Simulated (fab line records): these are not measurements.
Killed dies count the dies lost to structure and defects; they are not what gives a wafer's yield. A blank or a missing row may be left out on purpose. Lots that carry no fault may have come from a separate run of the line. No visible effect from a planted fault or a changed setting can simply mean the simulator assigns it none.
A lot that was struck, set against a sound lot ; flow sky130 ; 14 out of 708 route steps
Sound: wafers L110.1, L110.2, L110.5. Wafers struck: L115.4, L115.5, L115.6. At the end, the cause is stated.
Order at every step that has rows: each side's tool, ch and its chambers, its first start. Under that, the readings that differ: sound wafers ; struck wafers ; difference of the means ; sigmas: that difference in standard deviations of wafers without a fault.
alike: a reading whose means differ by less than 2 such deviations, as well as words and numbers matching on both sides. not compared: withheld readings; readings where some wafer has no value; bounds like >300 that might hide an equal value; numbers whose values overlap and for which the record gives no deviation.
The two part at a step that has a row with sigmas, a row that says differs or no value, or rows on one side only. Numbers that don't overlap but have no deviation are shown without sigmas and don't part them. A reading that every wafer of one side lacks parts them only if that side has two wafers or more.

first, 7 steps without rows for these wafers: SKY_NWELL_DEHYDRATE_16 (time 60 s); SKY_NWELL_HMDS_17 (prime time 60 s); SKY_NWELL_COAT_18 (resist thk 3000 nm); SKY_NWELL_SOFTBAKE_19; SKY_NWELL_EXPOSE_20 (exposes mask NWM COMPLEMENT, target cd 840 nm); SKY_NWELL_PEB_21; SKY_NWELL_DEVELOP_22 (develop time 60 s).
SKY_NWELL_OVL_MEAS_23:
  sound on overlay-02 at day 7 07:32; struck on overlay-01 at day 8 15:28
  alike: NWELL_01_OVL
after that, 1 step had no rows for these wafers: SKY_NWELL_IMPLANT_24.
SKY_NWELL_STRIP_25: strips in O2/N2.
  sound on plasma_asher-02 ch 0,1, day 7 07:44; struck on plasma_asher-02 ch 0,1, day 8 15:40
reading;sound;struck;difference;sigmas
strip_time_to_endpoint_s (s);37.11 37.15 36.91;36.64 36.62 36.64;-0.42;-4
  alike: drypump_motor_current_A, o2_flow_sccm, oes_product_au
  not compared: rf_hours_counter_h
SKY_NWELL_TW_MEAS_26:
  sound on film_metro-02 at day 7 07:50; struck on film_metro-01 at day 8 15:46
reading;sound;struck;difference;sigmas
NWELL_2_TW;497.4 495.8 493.0;490.3 487.7 490.4;-5.9;-2
then, 1 step without rows for these wafers: SKY_NWELL_CLEAN_27 (cleans in SC1/SC2, time 150 s).
SKY_NWELL_RTA_28: time 30 s.
  sound on rtp_anneal-01 ch 0, day 7 07:56; struck on rtp_anneal-01, day 8 15:53
  no value came back on the struck wafers for any of 5 readings (anneal_temp_c_max, chamber_o2_ppm and others); on the sound wafers anneal_temp_c_max reads 1054.9 1054.0 1054.3
SKY_NWELL_RS_MEAS_29: measurement is done with a four-point probe.
  sound on film_metro-02 at day 7 08:02; struck on film_metro-02 at day 8 16:00
reading;sound;struck;difference;sigmas
NWELL_RS (ohm/sq);623.3 620.6 626.2;133.0 132.8 132.9;-490.5;-99 or more

== WHERE THEY PART ==
Last at SKY_NWELL_RS_MEAS_29 as far as this record goes, first at SKY_NWELL_STRIP_25.

WHY: what had been put in by the simulator
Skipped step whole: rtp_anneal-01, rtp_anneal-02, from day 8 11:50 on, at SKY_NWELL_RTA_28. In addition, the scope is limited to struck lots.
